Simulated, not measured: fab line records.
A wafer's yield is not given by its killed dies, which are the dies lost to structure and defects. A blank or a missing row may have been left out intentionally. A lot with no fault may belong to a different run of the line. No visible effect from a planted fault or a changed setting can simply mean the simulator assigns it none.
Check of tool commonality -- flow sky130 -- 9 lots and 27 wafers in the sample

THE REASON FOR OPENING IT
At SKY_POLY_GATE_THK_MEAS_04 the reading POLY_GATE_CVD_03_THK is flagged on 3 of 9 lots. Wafers without a fault read 75.0 nm, standard deviation 0.7.
Rule: a lot is flagged in two cases, either no wafer of it has a number, or all its wafers with numbers fall more than 4 standard deviations from that mean. All remaining lots are regarded as sound.

lot,measured,on,"POLY_GATE_CVD_03_THK (nm), wafer by wafer",flag
L624,day 14 19:25,film_metro-01,75.5 74.7 75.6,
L625,day 15 09:14,film_metro-03,74.7 73.9 74.0,
L626,day 16 19:25,film_metro-02,75.4 76.0 75.0,
L627,day 17 04:08,film_metro-02,74.4 74.8 75.1,
L630,day 18 03:47,film_metro-03,66.6 67.4 66.1,FLAGGED
L633,day 18 08:30,film_metro-02,66.7 66.7 66.8,FLAGGED
L632,day 18 09:52,film_metro-03,66.4 66.8 66.2,FLAGGED
L646,day 23 03:05,film_metro-02,74.2 74.1 74.5,
L647,day 23 20:14,film_metro-03,74.4 74.3 74.4,
The mean of the flagged lots' numbers is 66.6 nm, -8.4 nm from the usual (-12 standard deviations).

WHICH TOOL RAN EACH LOT
The record holds 1 process step before the reading, out of a route of 708 steps. Read each cell as the tool, then ch plus the chambers that the sampled wafers visited, then the start.
lot,flag,SKY_POLY_GATE_CVD_03
L624,,"lpcvd-02 ch 1, day 14 17:22"
L625,,"lpcvd-02 ch 0, day 15 07:52"
L626,,"lpcvd-02 ch 0, day 16 18:02"
L627,,"lpcvd-02 ch 0, day 17 02:46"
L630,FLAGGED,"lpcvd-02 ch 0, day 18 02:25"
L633,FLAGGED,"lpcvd-02 ch 0, day 18 07:08"
L632,FLAGGED,"lpcvd-02 ch 0, day 18 08:30"
L646,,"lpcvd-02 ch 1, day 23 01:43"
L647,,"lpcvd-02 ch 1, day 23 18:52"
What the steps here do:
- SKY_POLY_GATE_CVD_03: deposits Si3N4 from DCS/NH3, target thk 75 nm, time 1290 s.
- SKY_POLY_GATE_THK_MEAS_04

FLAGGED OVER TOTAL, TOOL BY TOOL (the gauges that took the reading come last)
step,tool,lots run,flagged,share of the flagged lots,sound lots run after its first flagged lot
SKY_POLY_GATE_CVD_03,lpcvd-02,9,3,all,"2 (L646,L647)"
SKY_POLY_GATE_THK_MEAS_04,film_metro-01,1,0,none,-
SKY_POLY_GATE_THK_MEAS_04,film_metro-02,4,1,some,1 (L646)
SKY_POLY_GATE_THK_MEAS_04,film_metro-03,4,2,some,1 (L647)

THE TABLE: WHAT IT ALLOWS
Rows of the table that ran each flagged lot: 1, that is lpcvd-02 at SKY_POLY_GATE_CVD_03.
- lpcvd-02 at SKY_POLY_GATE_CVD_03: 3 of its 9 lots flagged. After the first flagged lot (L646, L647), sound lots still ran on it; a lasting fault on the whole tool would not permit that.
No row of the table ran every flagged lot and no sound lot after the first.

WHAT WAS PUT IN BY THE SIMULATOR
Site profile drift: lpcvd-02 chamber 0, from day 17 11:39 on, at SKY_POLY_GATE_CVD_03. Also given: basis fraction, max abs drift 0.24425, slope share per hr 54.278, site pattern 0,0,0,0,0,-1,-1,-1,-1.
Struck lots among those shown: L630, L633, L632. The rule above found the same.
